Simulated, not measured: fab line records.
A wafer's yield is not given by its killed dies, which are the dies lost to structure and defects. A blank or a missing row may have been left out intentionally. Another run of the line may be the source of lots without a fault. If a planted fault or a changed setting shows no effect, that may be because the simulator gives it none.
fab line records	flow sky130
record: lots: 6	wafers: 18	lastDay: 50
route steps=708 shown SONOS_ONO@176 GATE_OXIDE@187 POLY_GATE@204 PAD_OPEN@708
lots with no fault: from the same line, run without faults
startH: hours from the record's opening day to when the first of the lot's shown wafers began	waitH: hours elapsed since this lot's preceding step	" as in the row above	L1.1+2: several wafers, shown together as one row	- no value, or no start was given	* or withheld: withheld	< > ~ a bound
route shown NAME@n: NAME is a module with steps in the file, n the number in the route of the first one	usual: the fault-free wafers' mean and standard deviation	same: alike in all rows	chamber/n: place in a boat	sites: each site's reading	_std_site: standard deviation across them	_edge_site: outer sites' mean less inner sites'	radiusMm: how far each site lies from the wafer's centre	mask NAME#n: copy n	behind: the most recent tool/chamber to have shaped the wafer	hold: why the lot went on hold/how many hours it stayed there/how the hold came to an end	device: which transistor (n, p or np) failed to switch	end of line: the tests these same wafers got at the end of their route	where a step has no rows: the recipe by itself	killed: dies lost to structure and defects at the first sort, not the wafer's yield	map: a wafer's dies, marking killed ones x, the rest . and places with no die _
set.NAME: the setting as run; set.NAME@STEP: as run at that earlier step	model.NAME: the simulator's own value behind a step, which no gauge read
lots seen at some steps along the route; tables by step, rows by wafer
services: the hour from which a tool's chamber was out of use, counted from the record's first day as startH (under 0 if before that day), plus the number of hours and why
== steps ==
step: SKY_SONOS_ONO_COAT_08
recipe: resist: NOVOLAK	spinRpm: 3000	resistThkNm: 1140
step: SKY_SONOS_ONO_SOFTBAKE_09
recipe: tempC: 90	timeS: 60	resist: NOVOLAK
step: SKY_SONOS_ONO_EXPOSE_10
recipe: maskId: ONOM	targetCdNm: 410	na: 0.6	sourceShape: conventional	sigmaOuter: 0.6	doseMj: 150
step: SKY_SONOS_ONO_PEB_11
recipe: tempC: withheld	timeS: *	resist: NOVOLAK
step: SKY_SONOS_ONO_DEVELOP_12
recipe: developTimeS: 60	devTempC: 23
step: SKY_SONOS_ONO_CD_MEAS_13
recipe: targetCdNm: 410
usual: cdNm: 410.5/2.5
lot.wafer	tool	chamber	startH	waitH	cdNm
L843.1	cdSem-01	-	297.60	0.1	407.2
L843.2	"	-	"	"	405.7
L843.4	"	-	"	"	407.0
L845.2	cdSem-02	-	312.22	0.1	409.9
L845.5	"	-	"	"	410.8
L845.6	"	-	"	"	411.2
L853.2	cdSem-02	-	375.77	0.1	410.4
L853.3	"	-	"	"	407.5
L853.6	"	-	"	"	408.0
L854.1	cdSem-01	-	384.05	0.1	411.4
L854.4	"	-	"	"	411.6
L854.5	"	-	"	"	409.3
L861.2	cdSem-02	-	446.92	0.1	410.8
L861.4	"	-	"	"	411.2
L861.5	"	-	"	"	412.7
L864.1	cdSem-02	-	462.45	0.1	408.9
L864.3	"	-	"	"	410.4
L864.4	"	-	"	"	409.5
step: SKY_SONOS_ONO_OVL_MEAS_14
usual: SONOS_ONO_OVL: -1.6/1.4
lot.wafer	tool	chamber	startH	waitH	SONOS_ONO_OVL[nm]
L843.1	overlay-02	-	297.72	0.1	0.3
L843.2	"	-	"	"	1.3
L843.4	"	-	"	"	0.8
L845.2	overlay-02	-	312.32	0.1	-1.5
L845.5	"	-	"	"	-1.2
L845.6	"	-	"	"	-1.9
L853.2	overlay-01	-	375.88	0.1	-2.4
L853.3	"	-	"	"	-2.6
L853.6	"	-	"	"	-0.8
L854.1	overlay-01	-	384.17	0.1	-1.4
L854.4	"	-	"	"	-4.3
L854.5	"	-	"	"	-3.8
L861.2	overlay-01	-	447.03	0.1	0.2
L861.4	"	-	"	"	-1.1
L861.5	"	-	"	"	-1.4
L864.1	overlay-01	-	462.57	0.1	-1.8
L864.3	"	-	"	"	-0.4
L864.4	"	-	"	"	-0.4
step: SKY_SONOS_ONO_ETCH_15
recipe: targetDepthNm: 19.52	chemistry: CHF3/O2	sourceW: 600	biasW: 200	pressureMtorr: 40	chf3FlowSccm: 50	O2_flow_sccm: 5	timeS: 7.8
usual: drypumpMotorCurrentA: 5.5/0.36	oesProductAu: 1.002/0.0074	throttleValvePct: 8.826/0.009
lot.wafer	tool	chamber	startH	waitH	drypumpMotorCurrentA	oesProductAu	rfHoursCounterH	throttleValvePct
L843.1	rieDiel-04	3	297.75	0.0	5.6	1.001	8	8.823
L843.2	"	2	"	"	5.1	1.005	92	8.828
L843.4	"	0	"	"	5.4	0.999	64	8.819
L845.2	rieDiel-03	0	312.35	0.0	6.0	0.999	0	8.831
L845.5	"	3	"	"	5.7	1.000	-	8.814
L845.6	"	0	"	"	5.9	1.002	-	8.840
L853.2	rieDiel-01	1	375.91	0.0	6.1	0.996	2	8.838
L853.3	"	3	"	"	5.0	1.004	11	8.822
L853.6	"	3	"	"	5.0	0.991	-	8.832
L854.1	rieDiel-04	2	384.20	0.0	5.1	1.008	94	8.825
L854.4	"	0	"	"	5.4	1.003	66	8.810
L854.5	"	2	"	"	5.1	0.999	-	8.842
L861.2	rieDiel-01	3	447.06	0.0	5.0	1.000	13	8.824
L861.4	"	1	"	"	6.1	0.999	3	8.817
L861.5	"	2	"	"	5.6	1.006	-	8.836
L864.1	rieDiel-03	3	462.60	0.0	5.7	0.998	80	8.827
L864.3	"	2	"	"	5.3	1.007	32	8.830
L864.4	"	1	"	"	5.7	0.995	8	8.822
step: SKY_SONOS_ONO_WET_ETCH_16
recipe: chemistry: dHF	targetDepthNm: 14	dry: n2Spin	target: SiO2	dilution: 100:1	tempC: 25	timeS: 280
step: SKY_SONOS_ONO_STRIP_17
recipe: chemistry: O2/N2	powerW: 1400	pressureMtorr: 1500	platenTempC: withheld	o2FlowSccm: 3000	n2FlowSccm: 300	overashFraction: 0.5
usual: drypumpMotorCurrentA: 6.1/0.42	oesProductAu: 0.710/0.004	stripTimeToEndpointS: 14.12/0.045
lot.wafer	tool	chamber	startH	waitH	drypumpMotorCurrentA	oesProductAu	rfHoursCounterH	stripTimeToEndpointS
L843.1	plasmaAsher-04	0	297.86	0.0	5.9	0.707	63	14.13
L843.2	"	1	"	"	6.4	0.706	63	14.18
L843.4	"	1	"	"	6.4	0.705	-	14.11
L845.2	plasmaAsher-03	1	312.47	0.0	5.5	0.714	16	14.10
L845.5	"	0	"	"	6.1	0.716	-	14.10
L845.6	"	1	"	"	5.5	0.717	-	14.05
L853.2	plasmaAsher-03	1	376.21	0.0	5.5	0.710	23	14.13
L853.3	"	0	"	"	6.1	0.711	-	14.15
L853.6	"	1	"	"	5.5	0.705	-	14.16
L854.1	plasmaAsher-01	0	384.31	0.0	6.7	0.716	61	14.16
L854.4	"	0	"	"	6.7	0.705	-	14.15
L854.5	"	1	"	"	5.8	0.709	-	14.11
L861.2	plasmaAsher-04	1	447.16	0.0	6.4	0.708	2	14.11
L861.4	"	1	"	"	6.4	0.710	-	14.14
L861.5	"	0	"	"	5.9	0.712	-	14.09
L864.1	plasmaAsher-01	1	462.79	0.0	5.7	0.715	70	14.10
L864.3	"	0	"	"	6.7	0.711	-	14.11
L864.4	"	1	"	"	5.7	0.707	-	14.10
step: SKY_SONOS_ONO_WET_ETCH_18
recipe: chemistry: H3PO4	targetDepthNm: 15	target: Si3N4	tempC: 160	timeS: 172
step: SKY_GATE_OXIDE_CLEAN_00
recipe: chemistry: SC1/SC2	mix: 1:4:20	tempC: 70	timeS: 150	dry: n2Spin
step: SKY_GATE_OXIDE_OXIDATION_01
recipe: tempC: 900	ambient: O2	stabiliseS: 600	purgeS: 300	targetThkA: 102.68	oxTimeS: 1473
usual: spikeTcBottomC: 918/3.1	spikeTcCentreC: 901.9/1.1	spikeTcLowerC: 899.8/1.5	spikeTcTopC: 912.3/2.6	spikeTcUpperC: 901.2/1.1	tubeCenterTempC: 900/0.084	tube_center_temp_C_max: 902.3/0.35	zonePowerLowerPct: 19.0/0.33	zonePowerUpperPct: 17.32/0.17
lot.wafer	tool	chamber	startH	waitH	spikeTcBottomC	spikeTcCentreC	spikeTcLowerC	spikeTcTopC	spikeTcUpperC	tubeCenterTempC	tube_center_temp_C_max	zonePowerLowerPct	zonePowerUpperPct	model.SiO2_of_GATE_OXIDE_OXIDATION_01.thkNm
L843.1	furnace-01	0	298.07	0.0	914	902.1	898.1	915.5	898.3	900.01	901.9	18.8	17.25	10.06
L843.2	"	0	"	"	917	899.7	898.4	914.1	899.9	899.82	901.8	18.8	17.46	9.952
L843.4	"	0	"	"	914	900.9	897.4	916.2	900.2	899.94	903.0	18.8	17.46	10.06
L845.2	furnace-02	0	313.06	0.4	921	902.3	901.5	910.4	902.5	899.99	902.8	19.4	17.43	10.5
L845.5	"	0	"	"	922	902.1	900.4	910.7	901.2	900.16	903.2	19.1	17.29	10.55
L845.6	"	0	"	"	920	901.9	900.4	909.4	901.1	899.98	902.0	19.2	17.43	10.39
L853.2	furnace-02	0	379.01	2.6	889	871.4	869.5	880.9	869.0	868.28	870.4	17.8	16.11	6.89
L853.3	"	0	"	"	890	870.2	869.1	879.7	868.8	868.48	871.2	18.0	16.12	6.79
L853.6	"	0	"	"	890	870.9	869.4	880.8	869.8	868.43	870.8	18.1	15.85	6.949
L854.1	furnace-02	0	385.98	1.5	889	869.7	870.8	879.1	870.4	868.33	871.0	17.6	15.89	7.342
L854.4	"	0	"	"	889	869.9	869.2	878.9	868.9	868.28	870.4	17.9	16.09	7.066
L854.5	"	0	"	"	890	870.6	869.7	878.7	869.4	868.26	870.3	17.7	16.06	7.035
L861.2	furnace-01	0	447.37	0.0	914	898.2	899.3	915.3	903.1	899.95	902.5	18.8	17.75	10.04
L861.4	"	0	"	"	915	901.5	899.7	914.9	900.6	899.99	902.0	18.6	17.48	9.975
L861.5	"	0	"	"	914	900.0	898.9	915.6	901.2	900.02	902.2	18.6	17.52	10.15
L864.1	furnace-02	0	463.63	0.6	921	901.5	900.8	908.6	900.6	900.08	902.6	19.2	17.33	10.23
L864.3	"	0	"	"	919	903.6	901.6	909.1	901.2	900.01	902.7	19.4	17.24	10.05
L864.4	"	0	"	"	920	903.1	899.9	909.3	903.1	899.87	902.1	19.2	17.06	10.02
step: SKY_GATE_OXIDE_THK_MEAS_02
recipe: reads: SiO2_of_GATE_OXIDE_OXIDATION_01
usual: GATE_OXIDE_OXIDATION_00_THK: 10.26/0.22
lot.wafer	tool	chamber	startH	waitH	GATE_OXIDE_OXIDATION_00_THK[nm]
L843.1	filmMetro-02	-	299.47	0.0	10.02
L843.2	"	-	"	"	9.90
L843.4	"	-	"	"	10.03
L845.2	filmMetro-02	-	314.48	0.0	10.52
L845.5	"	-	"	"	10.57
L845.6	"	-	"	"	10.37
L853.2	filmMetro-04	-	380.43	0.0	6.91
L853.3	"	-	"	"	6.79
L853.6	"	-	"	"	6.93
L854.1	filmMetro-02	-	387.39	0.0	7.34
L854.4	"	-	"	"	7.05
L854.5	"	-	"	"	7.03
L861.2	filmMetro-02	-	448.79	0.0	10.08
L861.4	"	-	"	"	9.96
L861.5	"	-	"	"	10.15
L864.1	filmMetro-04	-	465.19	0.2	10.28
L864.3	"	-	"	"	10.01
L864.4	"	-	"	"	10.01
step: SKY_GATE_OXIDE_DEHYDRATE_03
recipe: tempC: 200	timeS: 60
step: SKY_GATE_OXIDE_HMDS_04
recipe: primeTimeS: 60	primeTempC: 120
step: SKY_GATE_OXIDE_COAT_05
recipe: resist: NOVOLAK	spinRpm: 3000	resistThkNm: 1140
step: SKY_GATE_OXIDE_SOFTBAKE_06
recipe: tempC: 90	timeS: 60	resist: NOVOLAK
step: SKY_GATE_OXIDE_EXPOSE_07
recipe: maskId: LVOM	na: 0.6	sourceShape: conventional	sigmaOuter: 0.6	polarization: unpolarized	targetCdNm: 600	doseMj: 170
step: SKY_GATE_OXIDE_PEB_08
recipe: tempC: withheld	timeS: *	resist: NOVOLAK
step: SKY_GATE_OXIDE_DEVELOP_09
recipe: resist: NOVOLAK	developer: TMAH	developTimeS: 60	devTempC: 23
step: SKY_GATE_OXIDE_OVL_MEAS_10
usual: GATE_OXIDE_OVL: -0.2/1.3
lot.wafer	tool	chamber	startH	waitH	GATE_OXIDE_OVL[nm]
L843.1	overlay-01	-	324.83	0.1	-2.3
L843.2	"	-	"	"	-1.7
L843.4	"	-	"	"	-1.3
L845.2	overlay-01	-	341.05	0.1	-0.1
L845.5	"	-	"	"	-2.1
L845.6	"	-	"	"	-2.5
L853.2	overlay-02	-	409.29	0.1	-0.4
L853.3	"	-	"	"	0.8
L853.6	"	-	"	"	2.6
L854.1	overlay-01	-	416.10	0.1	-1.1
L854.4	"	-	"	"	0.6
L854.5	"	-	"	"	-1.9
L861.2	overlay-02	-	479.63	0.1	-0.2
L861.4	"	-	"	"	-0.3
L861.5	"	-	"	"	-0.4
L864.1	overlay-02	-	495.90	0.1	0.2
L864.3	"	-	"	"	-0.5
L864.4	"	-	"	"	-0.6
step: SKY_GATE_OXIDE_IMPLANT_11
recipe: species: B	energyKev: 10	doseCm2: 2.6e+12	tiltDeg: withheld
step: SKY_GATE_OXIDE_WET_ETCH_12
recipe: chemistry: dHF	targetDepthNm: 16.8	dry: n2Spin	target: SiO2	dilution: 100:1	tempC: 25	timeS: 336
step: SKY_GATE_OXIDE_STRIP_13
recipe: chemistry: O2/N2	powerW: 1400	pressureMtorr: 1500	platenTempC: withheld	o2FlowSccm: 3000	n2FlowSccm: 300	overashFraction: 0.5
usual: drypumpMotorCurrentA: 5.9/0.4	oesProductAu: 0.716/0.0047	stripTimeToEndpointS: 14.17/0.053
lot.wafer	tool	chamber	startH	waitH	drypumpMotorCurrentA	oesProductAu	rfHoursCounterH	stripTimeToEndpointS
L843.1	plasmaAsher-03	1	325.12	0.0	5.5	0.719	18	14.20
L843.2	"	0	"	"	6.2	0.721	18	14.22
L843.4	"	1	"	"	5.5	0.705	-	14.24
L845.2	plasmaAsher-04	1	341.33	0.0	6.4	0.713	67	14.28
L845.5	"	1	"	"	6.4	0.716	-	14.23
L845.6	"	0	"	"	5.9	0.715	-	14.26
L853.2	plasmaAsher-02	1	409.57	0.0	6.2	0.715	64	14.11
L853.3	"	0	"	"	5.4	0.721	-	14.17
L853.6	"	0	"	"	5.4	0.716	-	14.12
L854.1	plasmaAsher-04	1	416.39	0.0	6.4	0.714	75	14.18
L854.4	"	0	"	"	5.9	0.725	-	14.17
L854.5	"	1	"	"	6.4	0.716	-	14.20
L861.2	plasmaAsher-04	0	479.91	0.0	5.9	0.709	5	14.14
L861.4	"	0	"	"	5.9	0.711	-	14.15
L861.5	"	0	"	"	5.9	0.713	-	14.14
L864.1	plasmaAsher-02	0	496.20	0.0	5.4	0.715	72	14.16
L864.3	"	0	"	"	5.4	0.717	-	14.19
L864.4	"	1	"	"	6.2	0.718	-	14.22
step: SKY_GATE_OXIDE_TW_MEAS_14
usual: GATE_OXIDE_TW: 226/3.3
lot.wafer	tool	chamber	startH	waitH	GATE_OXIDE_TW
L843.1	filmMetro-04	-	325.22	0.1	221
L843.2	"	-	"	"	222
L843.4	"	-	"	"	221
L845.2	filmMetro-01	-	341.44	0.1	230
L845.5	"	-	"	"	231
L845.6	"	-	"	"	231
L853.2	filmMetro-02	-	409.68	0.1	224
L853.3	"	-	"	"	226
L853.6	"	-	"	"	226
L854.1	filmMetro-02	-	416.49	0.1	225
L854.4	"	-	"	"	225
L854.5	"	-	"	"	225
L861.2	filmMetro-04	-	480.02	0.1	223
L861.4	"	-	"	"	224
L861.5	"	-	"	"	223
L864.1	filmMetro-04	-	496.30	0.1	223
L864.3	"	-	"	"	224
L864.4	"	-	"	"	222
step: SKY_GATE_OXIDE_CLEAN_15
recipe: chemistry: SC1/SC2	mix: 1:4:20	tempC: 70	timeS: 150	dry: n2Spin
step: SKY_GATE_OXIDE_OXIDATION_16
recipe: tempC: 800	ambient: O2	idleTempC: 700	rampUpCPerMin: 10	rampDownCPerMin: 3	stabiliseS: 600	purgeS: 300	targetThkA: 35.7	oxTimeS: 1915
usual: oxTempC: 800.0/0.34	spikeTcBottomC: 818/3	spikeTcCentreC: 801.7/1.1	spikeTcLowerC: 799.4/1.5	spikeTcTopC: 815.2/2.4	spikeTcUpperC: 800.8/1.2	tubeCenterTempC: 800.01/0.072	tube_center_temp_C_max: 802.1/0.36	zonePowerLowerPct: 14.72/0.25	zonePowerUpperPct: 13.51/0.15
lot.wafer	tool	chamber	startH	waitH	oxTempC	spikeTcBottomC	spikeTcCentreC	spikeTcLowerC	spikeTcTopC	spikeTcUpperC	tubeCenterTempC	tube_center_temp_C_max	zonePowerLowerPct	zonePowerUpperPct	model.SiO2_of_GATE_OXIDE_OXIDATION_01.thkNm
L843.1	furnace-02	0	326.18	0.8	799.9	821	803.1	803.0	814.3	800.4	800.04	801.7	15.24	13.46	11.45
L843.2	"	0	"	"	799.8	822	803.3	801.1	813.8	800.2	799.93	801.6	14.90	13.39	11.4
L843.4	"	0	"	"	800.1	822	803.1	801.8	811.6	801.1	799.94	802.3	14.87	13.59	11.42
L845.2	furnace-01	0	343.60	2.1	800.4	815	800.9	796.7	816.0	802.2	799.9	802.1	14.53	13.27	11.86
L845.5	"	0	"	"	800.0	818	803.6	798.2	815.6	800.7	799.96	801.9	14.52	13.46	11.88
L845.6	"	0	"	"	800.4	815	801.8	798.6	818.1	800.7	800.03	801.7	14.42	13.56	11.75
L853.2	furnace-02	0	410.49	0.7	799.8	821	802.9	800.4	813.2	801.7	800.04	801.9	14.72	13.18	8.564
L853.3	"	0	"	"	799.9	821	804.5	800.1	811.6	800.5	800.05	802.0	15.07	13.43	8.445
L853.6	"	0	"	"	800.1	822	802.0	799.8	812.6	801.6	800.02	802.3	14.99	13.58	8.595
L854.1	furnace-01	0	418.42	1.8	800.4	816	799.5	798.3	816.3	799.9	800.02	802.0	14.39	13.60	8.935
L854.4	"	0	"	"	800.0	816	800.6	798.3	816.6	799.1	800	802.4	14.36	13.56	8.661
L854.5	"	0	"	"	800.4	816	801.8	797.3	819.4	802.7	800.09	801.8	14.68	13.73	8.651
L861.2	furnace-02	0	480.13	0.0	800.0	822	801.7	801.1	812.9	799.7	799.91	802.3	15.08	13.31	11.46
L861.4	"	0	"	"	800.4	820	800.6	800.4	811.7	801.8	800.07	802.0	14.90	13.57	11.42
L861.5	"	0	"	"	799.2	822	801.2	799.9	812.8	800.4	799.99	801.9	15.07	13.44	11.58
L864.1	furnace-01	0	496.41	0.0	800.1	815	801.4	798.8	817.0	799.6	800.15	801.9	14.55	13.56	11.58
L864.3	"	0	"	"	799.2	813	800.3	799.5	815.8	801.4	799.85	801.5	14.74	13.75	11.4
L864.4	"	0	"	"	800.3	816	801.9	797.9	818.3	799.8	800.13	802.4	14.81	13.36	11.4
step: SKY_POLY_GATE_CVD_00
recipe: material: poly-Si	targetThkNm: 180	tempC: 620	timeS: 720	pressureMtorr: 200
step: SKY_PAD_OPEN_PROBE_99
usual: killed_at_M0_to_M3: 44/6.6	killed_at_M4_up: 3.4/1.9	killedAtContacts: 25/5.6	killedAtFrontEnd: 15/4.6	killedAtOther: 0.3/0.6	killedDies: 88/9.5	killedOpen: 47/7.1	killedShort: 40/6.4
same: grossDies: 492	killedAtBackSide: 0
lot.wafer	tool	chamber	startH	waitH	killed_at_M0_to_M3	killed_at_M4_up	killedAtContacts	killedAtFrontEnd	killedAtOther	killedDies	killedOpen	killedShort	model.etest.nfet_16v.rOnOhmUm	model.etest.pfet_16v.rOnOhmUm	model.etest.pfetG5v0d10v5.rOnOhmUm	model.etest.tipSonos.rsOhmSq	model.etest.nfetG5v0d10v5.rOnOhmUm	model.etest.nfetG5v0d10v5.driveUaUm	model.etest.nfet_05v0_nvt.driveUaUm	model.etest.tipP.rsOhmSq
L843.1	prober-02	-	1085.71	0.1	42	2	28	14	0	86	52	34	1.39e+04	1.512e+04	4816	2680	1893	617.1	585.7	6861
L843.2	prober-02	-	1085.76	0.1	43	4	28	10	0	85	41	42	1.377e+04	1.5e+04	4719	2639	1859	615.1	583.3	6885
L843.4	prober-02	-	1085.86	0.2	45	4	22	16	0	87	47	38	1.379e+04	1.52e+04	4745	2626	1851	618.4	582.4	6857
L845.2	prober-02	-	1104.76	0.1	53	5	25	8	0	91	49	42	1.43e+04	1.562e+04	4905	2651	1900	592.8	563	6794
L845.5	prober-02	-	1104.91	0.2	46	5	17	10	0	78	38	40	1.427e+04	1.548e+04	4831	2651	1882	588.4	561.2	6832
L845.6	prober-02	-	1104.96	0.2	42	9	19	7	0	77	43	34	1.419e+04	1.537e+04	4780	2647	1879	597	571.1	6772
L853.2	prober-02	-	1148.87	0.1	45	2	19	21	1	88	47	39	1.233e+04	1.42e+04	4166	2102	1645	802.1	742.7	6775
L853.3	prober-02	-	1148.92	0.2	40	7	15	12	0	74	38	36	1.235e+04	1.428e+04	4158	2101	1604	813.2	749.4	6690
L853.6	prober-02	-	1149.07	0.2	43	2	29	17	0	91	54	37	1.24e+04	1.414e+04	4168	2120	1631	797.4	735.1	6749
L854.1	prober-01	-	1149.77	0.1	38	3	31	10	1	83	39	44	1.231e+04	1.439e+04	4207	2185	1655	773.5	715.8	6742
L854.4	prober-01	-	1149.92	0.2	46	0	22	21	1	90	48	42	1.214e+04	1.406e+04	4161	2141	1625	788.6	732.6	6792
L854.5	prober-01	-	1149.97	0.2	48	6	13	12	0	79	45	34	1.223e+04	1.417e+04	4160	2146	1607	792.5	737.2	6759
L861.2	prober-01	-	1185.72	0.1	44	10	20	20	0	94	49	45	1.398e+04	1.524e+04	4757	2639	1874	616.8	579.4	6793
L861.4	prober-01	-	1185.82	0.2	37	3	28	25	0	93	50	43	1.394e+04	1.507e+04	4760	2632	1873	613.3	583.5	6850
L861.5	prober-01	-	1185.87	0.2	42	1	22	12	0	77	41	36	1.399e+04	1.518e+04	4804	2665	1879	609.4	577.8	6864
L864.1	prober-02	-	1193.04	0.1	55	5	18	16	0	94	50	44	1.402e+04	1.533e+04	4784	2623	1882	606.3	578.6	6823
L864.3	prober-02	-	1193.14	0.2	49	7	24	7	0	87	46	41	1.386e+04	1.495e+04	4776	2604	1886	611.2	584.1	6801
L864.4	prober-02	-	1193.19	0.2	40	4	33	13	0	90	48	42	1.391e+04	1.498e+04	4682	2578	1869	619.5	585.9	6756
killed by level:class
L843.1 VIA1:geometricParticle:open=11 CONTACT:geometricParticle:open=10 VIA3:geometricParticle:open=7 VIA2:geometricParticle:open=7 LI_CONTACT:geometricParticle:open=6 CONTACT:geometricParticle:short=5 LOCAL_INTERCONNECT:geometricParticle:short=4 VIA2:geometricParticle:short=4
L843.2 CONTACT:geometricParticle:open=10 VIA1:geometricParticle:open=10 VIA2:geometricParticle:open=7 LI_CONTACT:geometricParticle:open=6 CONTACT:geometricParticle:short=6 VIA1:geometricParticle:short=5 METAL2:geometricParticle:short=5 FIELD_ISO:geometricParticle:short=4
L843.4 VIA1:geometricParticle:open=12 LI_CONTACT:geometricParticle:open=9 VIA1:geometricParticle:short=8 VIA3:geometricParticle:open=7 CONTACT:geometricParticle:open=5 VIA2:geometricParticle:open=5 METAL3:geometricParticle:short=4 FIELD_ISO:geometricParticle:short=3
L845.2 CONTACT:geometricParticle:open=15 VIA1:geometricParticle:open=12 METAL2:geometricParticle:short=11 CONTACT:geometricParticle:short=7 VIA2:geometricParticle:open=6 VIA1:geometricParticle:short=5 VIA3:geometricParticle:open=5 METAL4:geometricParticle:short=5
L845.5 VIA1:geometricParticle:open=10 METAL2:geometricParticle:short=8 VIA2:geometricParticle:open=8 METAL1:geometricParticle:short=6 CONTACT:geometricParticle:open=5 LI_CONTACT:geometricParticle:short=4 METAL3:geometricParticle:short=4 METAL4:geometricParticle:short=4
L845.6 VIA1:geometricParticle:open=12 LI_CONTACT:geometricParticle:open=9 CONTACT:geometricParticle:open=5 METAL2:geometricParticle:short=5 VIA3:geometricParticle:short=5 VIA2:geometricParticle:open=4 VIA2:geometricParticle:short=4 METAL4:geometricParticle:short=4
L853.2 VIA1:geometricParticle:open=9 CONTACT:geometricParticle:open=8 VIA2:geometricParticle:open=8 FIELD_ISO:geometricParticle:short=7 METAL1:geometricParticle:short=6 FIELD_ISO:geometricParticle:open=4 CONTACT:geometricParticle:short=4 METAL2:geometricParticle:short=4
L853.3 VIA3:geometricParticle:open=6 LI_CONTACT:geometricParticle:open=5 VIA2:geometricParticle:open=5 CONTACT:geometricParticle:open=5 VIA1:geometricParticle:open=5 METAL2:geometricParticle:short=5 VIA2:geometricParticle:short=5 METAL3:geometricParticle:short=5
L853.6 VIA1:geometricParticle:open=13 LI_CONTACT:geometricParticle:open=12 METAL1:geometricParticle:short=8 FIELD_ISO:geometricParticle:open=7 CONTACT:geometricParticle:open=7 FIELD_ISO:geometricParticle:short=6 CONTACT:geometricParticle:short=5 METAL2:geometricParticle:short=5
L854.1 LI_CONTACT:geometricParticle:open=10 LOCAL_INTERCONNECT:geometricParticle:short=8 VIA1:geometricParticle:short=8 VIA3:geometricParticle:open=6 LI_CONTACT:geometricParticle:short=5 METAL1:geometricParticle:short=5 VIA1:geometricParticle:open=5 CONTACT:geometricParticle:short=4
L854.4 VIA1:geometricParticle:open=17 LOCAL_INTERCONNECT:geometricParticle:short=7 POLY_GATE:geometricParticle:short=6 FIELD_ISO:geometricParticle:open=5 FIELD_ISO:geometricParticle:short=5 LI_CONTACT:geometricParticle:open=5 METAL1:geometricParticle:short=5 VIA2:geometricParticle:open=5
L854.5 VIA1:geometricParticle:open=14 VIA3:geometricParticle:open=8 VIA3:geometricParticle:short=7 CONTACT:geometricParticle:open=5 METAL2:geometricParticle:short=5 LOCAL_INTERCONNECT:geometricParticle:short=4 VIA2:geometricParticle:open=4 FIELD_ISO:geometricParticle:short=3
L861.2 VIA2:geometricParticle:open=10 VIA1:geometricParticle:open=9 FIELD_ISO:geometricParticle:short=7 METAL4:geometricParticle:short=7 LI_CONTACT:geometricParticle:open=7 VIA1:geometricParticle:short=5 CONTACT:geometricParticle:open=5 VIA3:geometricParticle:open=5
L861.4 LI_CONTACT:geometricParticle:open=14 POLY_GATE:geometricParticle:short=9 FIELD_ISO:geometricParticle:open=7 VIA2:geometricParticle:open=6 CONTACT:geometricParticle:open=6 METAL1:geometricParticle:short=6 METAL2:geometricParticle:short=6 VIA1:geometricParticle:open=5
L861.5 VIA1:geometricParticle:open=14 METAL2:geometricParticle:short=9 LI_CONTACT:geometricParticle:open=7 CONTACT:geometricParticle:open=6 METAL3:geometricParticle:short=5 LI_CONTACT:geometricParticle:short=4 METAL1:geometricParticle:short=4 VIA2:geometricParticle:open=4
L864.1 VIA1:geometricParticle:open=12 METAL1:geometricParticle:short=7 VIA2:geometricParticle:open=7 CONTACT:geometricParticle:open=6 VIA1:geometricParticle:short=6 VIA3:geometricParticle:open=6 LI_CONTACT:geometricParticle:open=5 FIELD_ISO:geometricParticle:open=4
L864.3 VIA1:geometricParticle:open=13 CONTACT:geometricParticle:open=9 CONTACT:geometricParticle:short=7 METAL2:geometricParticle:short=7 VIA2:geometricParticle:open=6 VIA2:geometricParticle:short=5 METAL3:geometricParticle:short=5 VIA3:geometricParticle:open=5
L864.4 LI_CONTACT:geometricParticle:open=12 LOCAL_INTERCONNECT:geometricParticle:short=9 CONTACT:geometricParticle:open=9 METAL2:geometricParticle:short=7 VIA3:geometricParticle:open=7 VIA2:geometricParticle:open=6 METAL1:geometricParticle:short=6 VIA1:geometricParticle:open=6
== services ==
tool	chamber	startH	hours	kind
rieDiel-04	-	282.16	0.4	repair
plasmaAsher-03	-	288.94	1.2	repair
rieDiel-04	-	291.46	2.8	pm
furnace-01	-	295.25	2.8	pm
rieDiel-03	0	297.81	4.1	repair
rieDiel-04	0	300.94	3.3	repair
rieDiel-04	2	335.43	2.7	repair
rieDiel-01	-	340.18	0.9	repair
furnace-02	-	358.97	7.4	pm
rieDiel-03	1	379.73	4.9	repair
plasmaAsher-02	-	388.68	0.5	repair
plasmaAsher-04	-	389.05	2.8	pm
plasmaAsher-02	-	392.85	4.4	repair
rieDiel-01	1	399.97	4.4	repair
plasmaAsher-04	-	421.32	9.0	pm
plasmaAsher-04	0	421.32	9.0	ventCycle
plasmaAsher-04	1	421.32	9.0	ventCycle
plasmaAsher-04	0	430.32	-	clean
plasmaAsher-04	1	430.32	-	clean
rieDiel-04	-	451.58	1.0	repair
rieDiel-01	3	459.84	6.5	repair
furnace-01	-	463.24	2.2	pm
furnace-01	-	465.40	3.8	pm
furnace-02	-	472.06	4.1	pm
== key ==
firstSign: step: SKY_GATE_OXIDE_OXIDATION_01	reading: tubeCenterTempC	direction: down	sigmas: 99+	usual: *	struck: *
effect: step: SKY_GATE_OXIDE_OXIDATION_01	reading: tube_center_temp_C_max	direction: down	sigmas: 91	usual: *	struck: *
effect: step: SKY_GATE_OXIDE_THK_MEAS_02	reading: GATE_OXIDE_OXIDATION_00_THK	direction: down	sigmas: 15	usual: 10.26	struck: 7.01
modelEffect: step: SKY_GATE_OXIDE_OXIDATION_01	value: SiO2_of_GATE_OXIDE_OXIDATION_01.thkNm	without: 10.14	struck: 7.012
modelEffect: step: SKY_GATE_OXIDE_OXIDATION_16	value: SiO2_of_GATE_OXIDE_OXIDATION_01.thkNm	without: 11.51	struck: 8.642
modelEffect: step: SKY_PAD_OPEN_PROBE_99	value: etest.nfet_16v.rOnOhmUm	without: 1.395e+04	struck: 1.229e+04
metAt SKY_GATE_OXIDE_OXIDATION_01
struckWafers L853.2,L853.3,L853.6,L854.1,L854.4,L854.5
testerLeftOut L853,L854
onsetBetween 313.06 379.01
fault: kind: processParameterDrift	tool: furnace-02	chamber: -	onsetH: 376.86	steps: SKY_GATE_OXIDE_OXIDATION_01	channel: tempC	offset: *	shape: step	endH: 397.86	actsIn: *	stated: *
testerLeftOut: of these lots the tester's yield and bins aren't shown, on N5 and GAA mostly nor the transistor test; their killed dies are dies lost to structure and defects alone, not to doping, threshold or leakage, so they don't give the yield
